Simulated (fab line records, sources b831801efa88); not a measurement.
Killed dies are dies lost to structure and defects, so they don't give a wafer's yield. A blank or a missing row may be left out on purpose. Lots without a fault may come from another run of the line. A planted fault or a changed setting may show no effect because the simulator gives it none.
fab line records | flow gf180mcu
record lots=5 wafers=15 last_day=33
route steps=602 shown V1@342 M2@362
lots that met no fault: from a run of the same line without faults
start_h: hours from the record's first day to the start of the lot's first wafer shown | wait_h: hours since the lot's step before | " the same as in the row above | L1.1+2: a row that stands for several wafers | - no value, or no start given | * or withheld: withheld | < > ~ a bound
route shown NAME@n: a module of which the file shows steps, and the number in the route of the first | usual: mean/standard deviation of fault-free wafers | same: alike in all rows | chamber/n: place in a boat | sites: the reading at each site | _std_site: their standard deviation | _edge_site: outer sites' mean less inner sites' | radius_mm: how far each site lies from the wafer's centre | mask NAME#n: copy n | behind: the tool/chamber that last shaped the wafer | hold: why the lot was held/for how many hours/how that ended | device: the transistor (n, p or np) that didn't switch | end of line: the same wafers' tests at the end of the route | a step without rows: its recipe alone | killed: dies lost to structure and defects at the first sort, not the wafer's yield | map: a wafer's dies, x killed, . not, _ none there
set.NAME: the setting as run; set.NAME@STEP: as run at that earlier step | model.NAME: the simulator's own value behind a step, which no gauge read
lots at some steps of the route; a table a step, a row a wafer
services: from which hour (start_h, from the record's first day; less than 0 if before it) a tool's chamber was out of use, for how many hours, and why
## steps
# step GF_V1_HMDS_07
# recipe prime_time_s=60 prime_temp_c=120
# columns lot.wafer tool chamber start_h wait_h
L076.2+3+6 litho_track-04 0 415.61 0.1
L079.1+3+5 litho_track-03 0 445.20 0.1
L082.1+2+4 litho_track-03 0 472.65 0.1
L090.1+2+4 litho_track-02 0 540.79 0.1
L091.1+2+5 litho_track-03 0 549.45 0.1
# step GF_V1_COAT_08
# recipe resist=BARC temp_c=withheld time_s=withheld spin_rpm=withheld resist_thk_nm=withheld
# columns lot.wafer tool chamber start_h wait_h
L076.2+3+6 litho_track-04 0 415.76 0.1
L079.1+3+5 litho_track-03 0 445.35 0.1
L082.1+2+4 litho_track-03 0 472.80 0.1
L090.1+2+4 litho_track-02 0 540.94 0.1
L091.1+2+5 litho_track-03 0 549.60 0.1
# step GF_V1_COAT_09
# recipe resist=KrF spin_rpm=withheld resist_thk_nm=1000
# columns lot.wafer tool chamber start_h wait_h
L076.2+3+6 litho_track-04 0 - -
L079.1+3+5 litho_track-03 0 - -
L082.1+2+4 litho_track-03 0 - -
L090.1+2+4 litho_track-02 0 - -
L091.1+2+5 litho_track-03 0 - -
# step GF_V1_SOFTBAKE_10
# recipe temp_c=130 time_s=60 resist=KrF
# usual heater_power_total_W=93.05/0.058
# columns lot.wafer tool chamber start_h wait_h heater_power_total_W
L076.2 litho_track-04 0 - - 93.13
L076.3 " 0 " " 93.06
L076.6 " 0 " " 93.03
L079.1 litho_track-03 0 - - 93.00
L079.3 " 0 " " 93.07
L079.5 " 0 " " 93.00
L082.1 litho_track-03 0 - - 93.00
L082.2 " 0 " " 93.05
L082.4 " 0 " " 93.14
L090.1 litho_track-02 0 - - 93.06
L090.2 " 0 " " 93.06
L090.4 " 0 " " 93.17
L091.1 litho_track-03 0 - - 93.12
L091.2 " 0 " " 92.96
L091.5 " 0 " " 93.05
# step GF_V1_EXPOSE_11
# recipe mask_id=Via1 target_cd_nm=260 na=0.68 source_shape=conventional sigma_outer=0.6 dose_mj=38
# columns lot.wafer tool chamber start_h wait_h mask
L076.2+3+6 krf_scanner-01 0 - - Via1#0
L079.1+3+5 krf_scanner-02 0 - - Via1#0
L082.1+2+4 krf_scanner-01 0 - - Via1#0
L090.1+2+4 krf_scanner-01 0 - - Via1#0
L091.1+2+5 krf_scanner-02 0 - - Via1#0
# step GF_V1_PEB_12
# recipe peb_temp_c=135 peb_time_s=90 resist=KrF
# usual heater_power_total_W=85.70/0.088
# columns lot.wafer tool chamber start_h wait_h heater_power_total_W
L076.2 litho_track-02 0 - - 85.62
L076.3 " 0 " " 85.53
L076.6 " 0 " " 85.76
L079.1 litho_track-04 0 - - 85.69
L079.3 " 0 " " 85.57
L079.5 " 0 " " 85.72
L082.1 litho_track-02 0 - - 85.67
L082.2 " 0 " " 85.57
L082.4 " 0 " " 85.76
L090.1 litho_track-03 0 - - 85.56
L090.2 " 0 " " 85.80
L090.4 " 0 " " 85.83
L091.1 litho_track-04 0 - - 85.73
L091.2 " 0 " " 85.65
L091.5 " 0 " " 85.55
# step GF_V1_DEVELOP_13
# recipe develop_time_s=60 resist=KrF dev_temp_c=21
# columns lot.wafer tool chamber start_h wait_h
L076.2+3+6 litho_track-02 0 428.17 0.2
L079.1+3+5 litho_track-04 0 457.78 0.2
L082.1+2+4 litho_track-02 0 484.99 0.2
L090.1+2+4 litho_track-03 0 552.10 0.2
L091.1+2+5 litho_track-04 0 561.08 0.2
# step GF_V1_CD_MEAS_14
# recipe target_cd_nm=260
# usual cd_nm=260.0/1.2
# columns lot.wafer tool chamber start_h wait_h cd_nm
L076.2 cd_sem-01 - 428.32 0.1 260.5
L076.3 " - " " 260.6
L076.6 " - " " 259.8
L079.1 cd_sem-01 - 457.93 0.1 260.4
L079.3 " - " " 260.5
L079.5 " - " " 257.9
L082.1 cd_sem-02 - 485.14 0.1 260.1
L082.2 " - " " 259.5
L082.4 " - " " 259.0
L090.1 cd_sem-02 - 552.25 0.1 260.4
L090.2 " - " " 260.7
L090.4 " - " " 261.3
L091.1 cd_sem-02 - 561.23 0.1 258.2
L091.2 " - " " 258.1
L091.5 " - " " 258.8
# step GF_V1_OVL_MEAS_15
# usual V1_OVL=2/5.7
# columns lot.wafer tool chamber start_h wait_h V1_OVL[nm]
L076.2 overlay-01 - 428.42 0.1 -15
L076.3 " - " " -13
L076.6 " - " " -8
L079.1 overlay-01 - 458.05 0.1 4
L079.3 " - " " -3
L079.5 " - " " 1
L082.1 overlay-01 - 485.26 0.1 2
L082.2 " - " " 2
L082.4 " - " " -3
L090.1 overlay-01 - 552.37 0.1 5
L090.2 " - " " -2
L090.4 " - " " 0
L091.1 overlay-01 - 561.35 0.1 7
L091.2 " - " " 1
L091.5 " - " " 9
# step GF_V1_ETCH_16
# recipe chemistry=N2/H2 target_depth_a=withheld overetch_a=withheld time_s=withheld target=BARC ion_energy_ev=200 source_w=500 bias_w=100 pressure_mtorr=30 n2_flow_sccm=100 h2_flow_sccm=200
# usual drypump_motor_current_A=5.5/0.37 oes_product_au=0.854/0.0044 throttle_valve_pct=13.225/0.0096
# columns lot.wafer tool chamber start_h wait_h drypump_motor_current_A oes_product_au throttle_valve_pct
L076.2 rie_diel-04 2 428.45 0.0 5.6 0.849 13.216
L076.3 " 0 " " 5.5 0.853 13.222
L076.6 " 2 " " 5.7 0.855 13.214
L079.1 rie_diel-04 2 458.09 0.0 5.6 0.855 13.224
L079.3 " 0 " " 5.5 0.844 13.216
L079.5 " 3 " " 5.8 0.857 13.233
L082.1 rie_diel-04 2 485.30 0.0 5.6 0.856 13.239
L082.2 " 0 " " 5.5 0.853 13.226
L082.4 " 1 " " 5.8 0.848 13.226
L090.1 rie_diel-02 3 552.40 0.0 6.4 0.849 13.231
L090.2 " 0 " " 5.7 0.853 13.224
L090.4 " 3 " " 6.4 0.850 13.208
L091.1 rie_diel-03 1 561.39 0.0 4.8 0.846 13.222
L091.2 " 0 " " 5.3 0.852 13.241
L091.5 " 2 " " 5.4 0.850 13.234
# step GF_V1_ETCH_17
# recipe chemistry=C4F8/O2/Ar mask_material=KrF target=SiO2 stop_on=TiN source_w=1500 bias_w=1200 pressure_mtorr=40 c4f8_flow_sccm=withheld O2_flow_sccm=6 Ar_flow_sccm=300 time_s=withheld target_depth_a=6300
# usual oes_product_au=0.856/0.0043
# columns lot.wafer tool chamber start_h wait_h oes_product_au
L076.2 rie_diel-04 2 - - 0.860
L076.3 " 0 " " 0.859
L076.6 " 2 " " 0.853
L079.1 rie_diel-04 2 - - 0.858
L079.3 " 0 " " 0.859
L079.5 " 3 " " 0.863
L082.1 rie_diel-04 2 - - 0.854
L082.2 " 0 " " 0.854
L082.4 " 1 " " 0.853
L090.1 rie_diel-02 3 - - 0.855
L090.2 " 0 " " 0.855
L090.4 " 3 " " 0.856
L091.1 rie_diel-03 1 - - 0.856
L091.2 " 0 " " 0.855
L091.5 " 2 " " 0.854
# step GF_V1_STRIP_18
# recipe chemistry=O2/N2 power_w=1400 pressure_mtorr=1500 platen_temp_c=250 o2_flow_sccm=3000 n2_flow_sccm=300 overash_fraction=0.5
# usual drypump_motor_current_A=5.72/0.26 heater_power_w=342/29 oes_product_au=0.593/0.0052
# columns lot.wafer tool chamber start_h wait_h drypump_motor_current_A heater_power_w oes_product_au rf_hours_counter_h
L076.2 plasma_asher-04 1 428.58 - 5.41 298 0.600 66
L076.3 " 0 " " 5.80 309 0.592 -
L076.6 " 0 " " 5.77 318 0.598 -
L079.1 plasma_asher-01 1 458.22 - 5.45 346 0.593 3
L079.3 " 0 " " 6.14 377 0.595 -
L079.5 " 0 " " 6.14 380 0.590 -
L082.1 plasma_asher-01 1 485.43 - 5.47 346 0.595 6
L082.2 " 0 " " 6.09 380 0.594 6
L082.4 " 1 " " 5.49 340 0.593 -
L090.1 plasma_asher-01 0 552.53 - 6.06 381 0.592 13
L090.2 " 1 " " 5.50 354 0.589 13
L090.4 " 1 " " 5.45 344 0.587 -
L091.1 plasma_asher-04 0 561.52 - 5.77 305 0.589 79
L091.2 " 1 " " 5.39 296 0.591 79
L091.5 " 0 " " 5.76 312 0.592 -
# step GF_V1_STRIP_19
# recipe chemistry=post_etch_residue_remover time_s=1200 temp_c=72.5
# columns lot.wafer tool chamber start_h wait_h
L076.2+3+6 wet_bench-03 1 428.68 0.1
L079.1+3+5 wet_bench-01 3 458.32 0.1
L082.1+2+4 wet_bench-04 3 485.53 0.1
L090.1+2+4 wet_bench-01 2 552.63 0.1
L091.1+2+5 wet_bench-01 1 561.62 0.1
# step GF_V1_CLEAN_20
# recipe chemistry=DIW dry=n2_spin
# columns lot.wafer tool chamber start_h wait_h
L076.2+3+6 wet_bench-01 2 429.02 0.0
L079.1+3+5 wet_bench-01 1 458.66 0.0
L082.1+2+4 wet_bench-01 3 485.87 0.0
L090.1+2+4 wet_bench-04 2 552.98 0.0
L091.1+2+5 wet_bench-04 3 561.96 0.0
# step GF_V1_SPUTTER_21
# recipe material=Ti target_thk_nm=15 chamber_pressure_pa=5.17 power_w=2500 substrate_temp_c=200 time_s=80.02
# usual substrate_temp_c=200.00/0.15 throttle_valve_pct=30.1/0.96
# columns lot.wafer tool chamber start_h wait_h substrate_temp_c throttle_valve_pct
L076.2 pvd_sputter-01 - 429.11 0.0 200.01 31.5
L076.3 " - " " 200.19 28.3
L076.6 " - " " 200.07 30.2
L079.1 pvd_sputter-04 - 458.75 0.0 199.95 29.3
L079.3 " - " " 200.03 31.1
L079.5 " - " " 200.06 30.9
L082.1 pvd_sputter-03 - 485.97 0.0 200.04 31.0
L082.2 " - " " 199.89 29.5
L082.4 " - " " 200.27 30.4
L090.1 pvd_sputter-01 - 553.16 0.0 199.97 29.4
L090.2 " - " " 200.02 30.4
L090.4 " - " " 199.90 28.3
L091.1 pvd_sputter-01 - 562.05 0.0 200.25 31.5
L091.2 " - " " 199.86 28.2
L091.5 " - " " 200.14 29.5
# step GF_V1_SPUTTER_22
# recipe material=TiN target_thk_nm=10 chamber_pressure_pa=5 power_w=4000 time_s=40
# usual throttle_valve_pct=30.2/0.96
# columns lot.wafer tool chamber start_h wait_h throttle_valve_pct
L076.2 pvd_sputter-01 - 429.18 0.0 31.3
L076.3 " - " " 28.3
L076.6 " - " " 30.3
L079.1 pvd_sputter-04 - 458.81 0.0 29.6
L079.3 " - " " 31.2
L079.5 " - " " 30.8
L082.1 pvd_sputter-03 - 486.03 0.0 31.2
L082.2 " - " " 29.7
L082.4 " - " " 30.4
L090.1 pvd_sputter-01 - 553.22 0.0 29.6
L090.2 " - " " 30.3
L090.4 " - " " 28.2
L091.1 pvd_sputter-01 - 562.11 0.0 31.4
L091.2 " - " " 28.4
L091.5 " - " " 29.8
# step GF_V1_CVD_23
# recipe material=W target_thk_nm=350 time_s=105.05 temp_c=400 pressure_torr=40
# usual heater_power_w=869/110
# columns lot.wafer tool chamber start_h wait_h heater_power_w
L076.2 cvd_w-02 0 429.21 0.0 744
L076.3 " 1 " " 1024
L076.6 " 0 " " 748
L079.1 cvd_w-01 1 458.85 0.0 743
L079.3 " 1 " " 761
L079.5 " 1 " " 748
L082.1 cvd_w-01 1 486.07 0.0 771
L082.2 " 0 " " 942
L082.4 " 0 " " 933
L090.1 cvd_w-01 0 553.26 0.0 937
L090.2 " 1 " " 772
L090.4 " 1 " " 739
L091.1 cvd_w-01 0 562.15 0.0 937
L091.2 " 1 " " 759
L091.5 " 1 " " 778
# step GF_V1_RS_MEAS_24
# recipe thk_meas_gauge=four-point-probe reads=W_of_V1_CVD_23+TiN_of_V1_SPUTTER_22+Ti_of_V1_SPUTTER_21
# usual V1_W_RS=0.326/0.0035
# columns lot.wafer tool chamber start_h wait_h V1_W_RS[ohm/sq]
L076.2 film_metro-04 - 429.35 0.1 0.328
L076.3 " - " " 0.318
L076.6 " - " " 0.327
L079.1 film_metro-03 - 458.96 0.1 0.329
L079.3 " - " " 0.325
L079.5 " - " " 0.329
L082.1 film_metro-04 - 486.18 0.1 0.327
L082.2 " - " " 0.330
L082.4 " - " " 0.329
L090.1 film_metro-03 - 553.37 0.1 0.322
L090.2 " - " " 0.323
L090.4 " - " " 0.323
L091.1 film_metro-01 - 562.26 0.1 0.324
L091.2 " - " " 0.321
L091.5 " - " " 0.323
# step GF_V1_THK_MEAS_25
# recipe thk_meas_gauge=xrf reads=W_of_V1_CVD_23
# usual V1_W_THK=352/5
# columns lot.wafer tool chamber start_h wait_h V1_W_THK[nm]
L076.2 film_metro-04 - 429.46 0.1 347
L076.3 " - " " 354
L076.6 " - " " 345
L079.1 film_metro-03 - 459.08 0.1 354
L079.3 " - " " 356
L079.5 " - " " 351
L082.1 film_metro-04 - 486.30 0.1 350
L082.2 " - " " 347
L082.4 " - " " 350
L090.1 film_metro-03 - 553.49 0.1 362
L090.2 " - " " 360
L090.4 " - " " 360
L091.1 film_metro-01 - 562.38 0.1 362
L091.2 " - " " 360
L091.5 " - " " 360
# step GF_V1_CMP_26
# recipe stop_on=SiO2 down_force_psi=3.5 platen_rpm=60 t_overpolish_s=15 target_thk_nm=0 pad_velocity_m_s=0.94248
# usual motor_current_A=10.3/0.78 overpolish_run_s=14.999/0.0097 retaining_ring_pressure_frac=1.000/0.0049 time_to_endpoint_s=84/3.5
# columns lot.wafer tool chamber start_h wait_h motor_current_A overpolish_run_s retaining_ring_pressure_frac time_to_endpoint_s
L076.2 cmp-02 3 429.51 0.0 10.1 15.009 0.995 79
L076.3 " 2 " " 10.6 15.003 0.997 82
L076.6 " 0 " " 11.5 15.002 0.998 81
L079.1 cmp-01 2 459.14 0.1 10.1 15.013 1.005 79
L079.3 " 0 " " 9.0 15.009 0.996 84
L079.5 " 3 " " 9.9 15.005 0.995 84
L082.1 cmp-02 3 486.36 0.1 10.9 14.994 0.996 81
L082.2 " 0 " " 12.0 15.012 0.995 84
L082.4 " 2 " " 10.2 14.984 0.992 86
L090.2 cmp-01 2 553.60 0.1 10.2 15.002 0.995 86
L090.1 " 3 " " 9.5 15.016 0.998 86
L090.4 " 0 " " 8.6 15.006 1.006 83
L091.2 cmp-02 1 562.54 0.1 9.8 14.997 0.987 84
L091.1 " 2 " " 10.1 14.996 0.998 88
L091.5 " 1 " " 10.2 14.996 0.993 87
# step GF_M2_SPUTTER_00
# recipe material=Ti target_thk_nm=37.5 arriving_ion_energy_ev=80 substrate_temp_c=200 chamber_pressure_pa=2 power_w=4000 time_s=150
# usual substrate_temp_c=200.02/0.18 throttle_valve_pct=30.5/0.84
# columns lot.wafer tool chamber start_h wait_h substrate_temp_c throttle_valve_pct
L076.2 pvd_sputter-04 - 429.81 0.2 199.86 29.7
L076.3 " - " " 200.06 31.1
L076.6 " - " " 200.21 31.4
L079.1 pvd_sputter-02 - 459.44 0.2 199.86 31.3
L079.3 " - " " 199.99 31.1
L079.5 " - " " 199.84 29.0
L082.1 pvd_sputter-02 - 486.66 0.2 199.78 31.0
L082.2 " - " " 199.76 29.0
L082.4 " - " " 199.81 29.1
L090.1 pvd_sputter-02 - 553.85 0.1 199.73 30.3
L090.2 " - " " 200.11 28.9
L090.4 " - " " 200.20 31.3
L091.1 pvd_sputter-04 - 562.79 0.1 200.21 30.1
L091.2 " - " " 200.17 31.0
L091.5 " - " " 199.58 29.3
# step GF_M2_SPUTTER_01
# recipe material=TiN target_thk_nm=30 power_w=6500 time_s=25 chamber_pressure_pa=0.4
# usual throttle_valve_pct=30.5/0.86
# columns lot.wafer tool chamber start_h wait_h throttle_valve_pct
L076.2 pvd_sputter-04 - 429.91 0.1 29.5
L076.3 " - " " 31.4
L076.6 " - " " 31.3
L079.1 pvd_sputter-02 - 459.54 0.1 31.8
L079.3 " - " " 31.2
L079.5 " - " " 29.2
L082.1 pvd_sputter-02 - 486.78 0.1 31.1
L082.2 " - " " 29.0
L082.4 " - " " 29.2
L090.1 pvd_sputter-02 - 553.95 0.1 30.5
L090.2 " - " " 29.2
L090.4 " - " " 31.0
L091.1 pvd_sputter-04 - 562.89 0.1 30.3
L091.2 " - " " 31.2
L091.5 " - " " 29.4
# step GF_M2_SPUTTER_02
# recipe material=AlCu target_thk_nm=450 power_w=10600 time_s=23.9 chamber_pressure_pa=0.4
# usual throttle_valve_pct=30.5/0.86
# columns lot.wafer tool chamber start_h wait_h throttle_valve_pct
L076.2 pvd_sputter-04 - 429.94 0.0 29.2
L076.3 " - " " 31.3
L076.6 " - " " 31.3
L079.1 pvd_sputter-02 - 459.57 0.0 31.6
L079.3 " - " " 31.4
L079.5 " - " " 28.9
L082.1 pvd_sputter-02 - 486.81 0.0 30.9
L082.2 " - " " 29.1
L082.4 " - " " 28.9
L090.1 pvd_sputter-02 - 553.98 0.0 30.7
L090.2 " - " " 29.3
L090.4 " - " " 31.1
L091.1 pvd_sputter-04 - 562.92 0.0 30.1
L091.2 " - " " 31.2
L091.5 " - " " 29.5
# step GF_M2_SPUTTER_03
# recipe material=Ti target_thk_nm=10 substrate_temp_c=300 chamber_pressure_pa=0.3 power_w=3000 time_s=6.7
# usual substrate_temp_c=300.00/0.2 throttle_valve_pct=30.5/0.83
# columns lot.wafer tool chamber start_h wait_h substrate_temp_c throttle_valve_pct
L076.2 pvd_sputter-04 - 429.97 0.0 300.09 29.4
L076.3 " - " " 299.95 31.3
L076.6 " - " " 299.92 31.3
L079.1 pvd_sputter-02 - 459.60 0.0 299.96 31.3
L079.3 " - " " 299.77 31.1
L079.5 " - " " 299.93 29.3
L082.1 pvd_sputter-02 - 486.84 0.0 299.89 31.4
L082.2 " - " " 300.17 29.1
L082.4 " - " " 300.21 29.2
L090.1 pvd_sputter-02 - 554.01 0.0 300.14 30.3
L090.2 " - " " 300.05 29.1
L090.4 " - " " 300.30 31.1
L091.1 pvd_sputter-04 - 562.95 0.0 300.35 30.2
L091.2 " - " " 300.02 30.9
L091.5 " - " " 300.38 29.6
# step GF_M2_SPUTTER_04
# recipe material=TiN target_thk_nm=50 power_w=6500 time_s=41.7 chamber_pressure_pa=0.4
# usual throttle_valve_pct=30.4/0.85
# columns lot.wafer tool chamber start_h wait_h throttle_valve_pct
L076.2 pvd_sputter-04 - 429.99 0.0 29.4
L076.3 " - " " 31.2
L076.6 " - " " 31.0
L079.1 pvd_sputter-02 - 459.62 0.0 31.7
L079.3 " - " " 31.6
L079.5 " - " " 29.2
L082.1 pvd_sputter-02 - 486.87 0.0 31.3
L082.2 " - " " 29.2
L082.4 " - " " 29.3
L090.1 pvd_sputter-02 - 554.03 0.0 30.3
L090.2 " - " " 29.2
L090.4 " - " " 31.2
L091.1 pvd_sputter-04 - 562.98 0.0 30.3
L091.2 " - " " 30.9
L091.5 " - " " 29.3
# step GF_M2_RS_MEAS_05
# recipe thk_meas_gauge=four-point-probe reads=TiN_of_M2_SPUTTER_04+Ti_of_M2_SPUTTER_03+AlCu_of_M2_SPUTTER_02+TiN_of_M2_SPUTTER_01+Ti_of_M2_SPUTTER_00
# usual M2_ALCU_RS=0.0699/0.00075
# columns lot.wafer tool chamber start_h wait_h M2_ALCU_RS[ohm/sq]
L076.2 film_metro-04 - 430.05 0.0 0.0699
L076.3 " - " " 0.0718
L076.6 " - " " 0.0710
L079.1 film_metro-02 - 459.66 0.0 0.0700
L079.3 " - " " 0.0709
L079.5 " - " " 0.0690
L082.1 film_metro-01 - 486.91 0.0 0.0705
L082.2 " - " " 0.0690
L082.4 " - " " 0.0693
L090.1 film_metro-01 - 554.07 0.0 0.0685
L090.2 " - " " 0.0692
L090.4 " - " " 0.0705
L091.1 film_metro-02 - 563.01 0.0 0.0703
L091.2 " - " " 0.0697
L091.5 " - " " 0.0693
# step GF_M2_THK_MEAS_06
# recipe thk_meas_gauge=xrf reads=AlCu_of_M2_SPUTTER_02
# usual M2_ALCU_THK=438/5.1
# columns lot.wafer tool chamber start_h wait_h M2_ALCU_THK[nm]
L076.2 film_metro-04 - 430.16 0.1 439
L076.3 " - " " 428
L076.6 " - " " 433
L079.1 film_metro-02 - 459.78 0.1 436
L079.3 " - " " 431
L079.5 " - " " 441
L082.1 film_metro-01 - 487.03 0.1 440
L082.2 " - " " 446
L082.4 " - " " 444
L090.1 film_metro-01 - 554.19 0.1 446
L090.2 " - " " 444
L090.4 " - " " 433
L091.1 film_metro-02 - 563.13 0.1 432
L091.2 " - " " 435
L091.5 " - " " 437
# step GF_M2_DEHYDRATE_07
# recipe temp_c=200 time_s=60
# usual heater_power_total_W=160.37/0.14
# columns lot.wafer tool chamber start_h wait_h heater_power_total_W
L076.2 litho_track-02 0 441.62 11.5 160.45
L076.3 " 0 " " 160.36
L076.6 " 0 " " 160.40
L079.1 litho_track-03 0 470.35 10.6 160.36
L079.3 " 0 " " 160.22
L079.5 " 0 " " 160.47
L082.1 litho_track-03 0 497.90 10.9 160.20
L082.2 " 0 " " 160.42
L082.4 " 0 " " 160.40
L090.1 litho_track-02 0 564.84 10.6 160.38
L090.2 " 0 " " 160.58
L090.4 " 0 " " 160.64
L091.1 litho_track-02 0 573.34 10.2 160.43
L091.2 " 0 " " 160.60
L091.5 " 0 " " 160.43
# step GF_M2_HMDS_08
# recipe prime_time_s=60 prime_temp_c=120
# columns lot.wafer tool chamber start_h wait_h
L076.2+3+6 litho_track-02 0 441.77 0.1
L079.1+3+5 litho_track-03 0 470.50 0.1
L082.1+2+4 litho_track-03 0 498.05 0.1
L090.1+2+4 litho_track-02 0 564.99 0.1
L091.1+2+5 litho_track-02 0 573.49 0.1
# step GF_M2_COAT_09
# recipe resist=KrF spin_rpm=withheld resist_thk_nm=1000
# columns lot.wafer tool chamber start_h wait_h
L076.2+3+6 litho_track-02 0 441.92 0.1
L079.1+3+5 litho_track-03 0 470.65 0.1
L082.1+2+4 litho_track-03 0 498.20 0.1
L090.1+2+4 litho_track-02 0 565.14 0.1
L091.1+2+5 litho_track-02 0 573.64 0.1
# step GF_M2_SOFTBAKE_10
# recipe temp_c=130 time_s=60 resist=KrF
# usual heater_power_total_W=93.05/0.058
# columns lot.wafer tool chamber start_h wait_h heater_power_total_W
L076.2 litho_track-02 0 442.07 0.1 93.14
L076.3 " 0 " " 92.93
L076.6 " 0 " " 93.06
L079.1 litho_track-03 0 470.80 0.1 93.07
L079.3 " 0 " " 93.00
L079.5 " 0 " " 93.11
L082.1 litho_track-03 0 498.35 0.1 93.02
L082.2 " 0 " " 93.06
L082.4 " 0 " " 93.11
L090.1 litho_track-02 0 565.29 0.1 93.01
L090.2 " 0 " " 93.08
L090.4 " 0 " " 93.10
L091.1 litho_track-02 0 573.79 0.1 93.08
L091.2 " 0 " " 92.96
L091.5 " 0 " " 93.12
# step GF_M2_EXPOSE_11
# recipe mask_id=Metal2 target_cd_nm=280 na=0.68 source_shape=conventional sigma_outer=0.6 dose_mj=28
# columns lot.wafer tool chamber start_h wait_h mask
L076.2+3+6 krf_scanner-01 0 - - Metal2#0
L079.1+3+5 krf_scanner-02 0 - - Metal2#0
L082.1+2+4 krf_scanner-01 0 - - Metal2#0
L090.1+2+4 krf_scanner-02 0 - - Metal2#0
L091.1+2+5 krf_scanner-02 0 - - Metal2#0
# step GF_M2_PEB_12
# recipe peb_temp_c=135 peb_time_s=90 resist=KrF
# usual heater_power_total_W=85.69/0.084
# columns lot.wafer tool chamber start_h wait_h heater_power_total_W
L076.2 litho_track-02 0 - - 85.82
L076.3 " 0 " " 85.65
L076.6 " 0 " " 85.79
L079.1 litho_track-03 0 - - 85.65
L079.3 " 0 " " 85.60
L079.5 " 0 " " 85.65
L082.1 litho_track-02 0 - - 85.65
L082.2 " 0 " " 85.75
L082.4 " 0 " " 85.71
L090.1 litho_track-02 0 - - 85.68
L090.2 " 0 " " 85.75
L090.4 " 0 " " 85.76
L091.1 litho_track-03 0 - - 85.72
L091.2 " 0 " " 85.57
L091.5 " 0 " " 85.86
# step GF_M2_DEVELOP_13
# recipe develop_time_s=60 dev_temp_c=21
# columns lot.wafer tool chamber start_h wait_h
L076.2+3+6 litho_track-02 0 454.57 0.2
L079.1+3+5 litho_track-03 0 482.85 0.2
L082.1+2+4 litho_track-02 0 510.09 0.2
L090.1+2+4 litho_track-02 0 576.14 0.2
L091.1+2+5 litho_track-03 0 584.15 0.2
# step GF_M2_CD_MEAS_14
# recipe target_cd_nm=280
# usual cd_nm=279.5/1.1
# columns lot.wafer tool chamber start_h wait_h cd_nm
L076.2 cd_sem-02 - 454.72 0.1 280.9
L076.3 " - " " 280.0
L076.6 " - " " 281.3
L079.1 cd_sem-02 - 483.00 0.1 280.9
L079.3 " - " " 280.3
L079.5 " - " " 280.6
L082.1 cd_sem-01 - 510.24 0.1 279.2
L082.2 " - " " 280.8
L082.4 " - " " 280.3
L090.1 cd_sem-02 - 576.29 0.1 278.8
L090.2 " - " " 280.5
L090.4 " - " " 280.0
L091.1 cd_sem-02 - 584.35 0.2 279.5
L091.2 " - " " 278.8
L091.5 " - " " 279.9
# step GF_M2_OVL_MEAS_15
# usual M2_OVL=2/5.6
# columns lot.wafer tool chamber start_h wait_h M2_OVL[nm]
L076.2 overlay-02 - 454.82 0.1 4
L076.3 " - " " -2
L076.6 " - " " 1
L079.1 overlay-01 - 483.12 0.1 -2
L079.3 " - " " -1
L079.5 " - " " 1
L082.1 overlay-02 - 510.36 0.1 5
L082.2 " - " " 7
L082.4 " - " " 4
L090.1 overlay-02 - 576.41 0.1 11
L090.2 " - " " 14
L090.4 " - " " 6
L091.1 overlay-01 - 584.47 0.1 0
L091.2 " - " " 6
L091.5 " - " " 3
# step GF_M2_METAL_ETCH_16
# recipe chemistry=Cl2/BCl3 mask_material=KrF target_depth_nm=750.8 stop_on=SiO2 pressure_mtorr=8 icp_w=800 bias_w=140 Cl2_flow_sccm=80 bcl3_flow_sccm=40 time_s=125.1
# usual drypump_motor_current_A=5.6/0.59 oes_product_au=0.988/0.0064 throttle_valve_pct=28.233/0.011
# columns lot.wafer tool chamber start_h wait_h drypump_motor_current_A oes_product_au rf_hours_counter_h throttle_valve_pct
L076.2 rie_metal-04 0 454.85 0.0 5.5 0.988 11 28.212
L076.3 " 0 " " 5.5 0.996 - 28.228
L076.6 " 1 " " 5.0 0.986 - 28.226
L079.1 rie_metal-04 1 483.16 0.0 5.0 0.990 6 28.232
L079.3 " 0 " " 5.5 0.995 - 28.217
L079.5 " 0 " " 5.5 0.986 - 28.221
L082.1 rie_metal-03 0 510.40 0.0 4.8 0.979 14 28.258
L082.2 " 1 " " 6.6 0.985 2 28.214
L082.4 " 0 " " 4.8 0.983 - 28.244
L090.1 rie_metal-04 1 576.45 0.0 5.0 0.997 9 28.226
L090.2 " 0 " " 5.5 0.995 2 28.225
L090.4 " 1 " " 5.0 0.991 - 28.222
L091.1 rie_metal-04 1 584.51 0.0 5.0 0.988 9 28.220
L091.2 " 0 " " 5.5 0.995 2 28.240
L091.5 " 0 " " 5.5 0.992 - 28.224
## services
# columns tool chamber start_h hours kind
krf_scanner-01 - 401.31 4.0 pm
krf_scanner-01 - 408.88 1.0 pm
wet_bench-01 - 423.92 1.9 pm
pvd_sputter-01 - 424.82 1.2 repair
rie_diel-04 3 430.86 3.9 repair
rie_metal-04 - 432.27 2.8 pm
rie_diel-04 1 457.67 2.0 repair
krf_scanner-02 - 458.96 1.0 pm
krf_scanner-01 - 459.96 0.8 pm
pvd_sputter-04 - 465.38 3.2 repair
pvd_sputter-02 - 475.48 3.1 repair
pvd_sputter-04 - 478.44 1.6 repair
krf_scanner-01 - 480.03 1.3 pm
krf_scanner-01 - 487.37 4.4 pm
krf_scanner-02 - 490.18 0.5 repair
krf_scanner-02 - 511.17 0.8 pm
rie_diel-04 0 517.40 5.5 repair
pvd_sputter-04 - 517.83 1.0 repair
krf_scanner-02 - 531.86 1.3 pm
rie_diel-04 1 543.01 2.6 repair
rie_metal-04 0 549.04 8.1 repair
rie_metal-04 1 552.71 16.0 repair
wet_bench-01 - 569.56 4.0 repair
krf_scanner-01 - 577.88 1.0 pm
## key
fault none
